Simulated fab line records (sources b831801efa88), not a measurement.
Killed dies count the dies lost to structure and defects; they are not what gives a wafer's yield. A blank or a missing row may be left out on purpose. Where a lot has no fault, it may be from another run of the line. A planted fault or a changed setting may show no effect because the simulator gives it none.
Matching of chambers | flow gf180mcu | 4 sister chambers for GF_V5_CMP_26 on cmp-01
The step polishes, stops on SiO2, t overpolish 15 s, target thk 0 nm. 14 wafers are shown with their chamber, then 7 later ones without.

## WAFERS WITH THEIR CHAMBER
wafer  | chamber | motorCurrentA (A) | timeToEndpointS (s) | overpolishRunS (s)
L125.2 | 1       | 11.3              | 85                  | 15.011
L125.4 | 0       | 11.2              | 83                  | 15.010
L125.5 | 1       | 10.7              | 87                  | 15.010
L126.1 | 1       | 11.5              | 91                  | 15.013
L126.3 | 3       | 12.8              | 86                  | 14.989
L126.5 | 0       | 12.3              | 83                  | 14.993
L127.2 | 3       | 12.7              | 87                  | 14.997
L127.4 | 2       | 11.4              | 86                  | 14.989
L127.5 | 2       | 11.4              | 86                  | 15.010
L129.1 | 1       | 11.3              | 82                  | 15.012
L129.3 | 2       | 11.8              | 83                  | 14.994
L129.6 | 0       | 11.6              | 81                  | 15.003
L140.1 | 0       | 11.9              | 85                  | 14.999
L140.2 | 1       | 11.6              | 87                  | 14.991

SIGNATURES (averages over the wafers above)
reading         | chamber 0 | chamber 1 | chamber 2 | chamber 3 | scatter within a chamber
motorCurrentA   | 11.750    | 11.280    | 11.533    | 12.750    | 0.354
timeToEndpointS | 83.00     | 86.40     | 85.00     | 86.50     | 2.4
overpolishRunS  | 15.00125  | 15.00740  | 14.99767  | 14.99300  | 0.00876
Rule: distance of a wafer from a chamber = root of the sum over the readings of ((wafer's reading minus chamber's mean) / reading's scatter) squared. If the next closest chamber is less than 2 further off than the closest, the wafer can't be placed; otherwise it belongs to the closest. The scatter: the root of (the sum of the squares of (reading less its chamber's mean) over the shown wafers, divided by (wafers less chambers)).

## WAFERS WITH NO CHAMBER GIVEN
wafer  | motorCurrentA (A) | timeToEndpointS (s) | overpolishRunS (s)
L140.3 | 12.5              | 86                  | 14.998
L145.2 | 11.7              | 86                  | 15.002
L145.3 | 11.4              | 92                  | 15.003
L145.5 | 11.6              | 88                  | 15.013
L147.1 | 13.1              | 83                  | 14.994
L147.2 | 10.5              | 86                  | 14.992
L147.3 | 11.9              | 84                  | 15.003

## WHICH CHAMBER EACH ONE RAN IN
wafer  | from the rows above          | in truth
L140.3 | can't be placed: 3 or 0 or 2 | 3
L145.2 | can't be placed: 2 or 0 or 1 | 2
L145.3 | can't be placed: 1 or 2 or 0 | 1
L145.5 | can't be placed: 1 or 2 or 0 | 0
L147.1 | 3                            | 3
L147.2 | can't be placed: 1 or 2 or 0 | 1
L147.3 | can't be placed: 0 or 2 or 1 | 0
1 of 7 placed correctly. Cannot be placed on the basis of these rows: 6; the candidates contain the true chamber in 6. Number placed wrongly: 0.
